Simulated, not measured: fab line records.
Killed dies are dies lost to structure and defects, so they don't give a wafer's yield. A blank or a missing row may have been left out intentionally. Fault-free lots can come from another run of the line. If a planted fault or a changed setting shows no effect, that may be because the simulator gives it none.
Matching of chambers	flow sky130	SKY_PASSIVATION_ETCH_11 on rie_diel-01: 4 sister chambers
The step etches the open film in CF4/O2, stops on AlCu, target depth 725 nm, time 161.1 s. 7 wafers are shown with their chamber, then 8 later ones without.

WAFERS, EACH WITH ITS CHAMBER
wafer	chamber	drypump_motor_current_A (A)	oes_product_au (a.u.)
L081.2	3	4.8	0.975
L086.3	0	6.0	0.981
L086.6	2	5.9	0.981
L090.1	2	5.9	0.979
L090.3	0	6.0	0.978
L090.5	1	6.0	0.981
L093.2	1	6.1	0.964

WAFERS MISSING THEIR CHAMBER
wafer	drypump_motor_current_A (A)	oes_product_au (a.u.)
L093.4	6.0	0.973
L093.6	4.8	0.977
L094.2	6.0	0.978
L094.5	6.0	0.973
L094.6	6.1	0.975
L096.1	4.8	0.967
L096.2	6.1	0.982
L096.6	4.8	0.973

EACH ONE'S CHAMBER
wafer	from the rows above	in truth
L093.4	can't be placed: 0 or 1 or 2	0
L093.6	3	3
L094.2	can't be placed: 0 or 1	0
L094.5	can't be placed: 0 or 1 or 2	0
L094.6	can't be placed: 1 or 0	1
L096.1	3	3
L096.2	can't be placed: 1 or 0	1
L096.6	3	3
3 of 8 placed correctly. Unplaceable from these rows: 5, with the true chamber sitting among the candidates in 5. Wrongly placed: 0.
How it was worked out, from the rows above alone: a wafer's distance from a chamber is the root of the sum, over the readings, of the square of ((its reading less the chamber's mean) divided by the reading's scatter). If the next closest chamber is less than 2 further off than the closest, the wafer can't be placed; otherwise it belongs to the closest. The mean given for a chamber averages the wafers shown for that chamber. The scatter: the root of (the sum of the squares of (reading less its chamber's mean) over the shown wafers, divided by (wafers less chambers)).
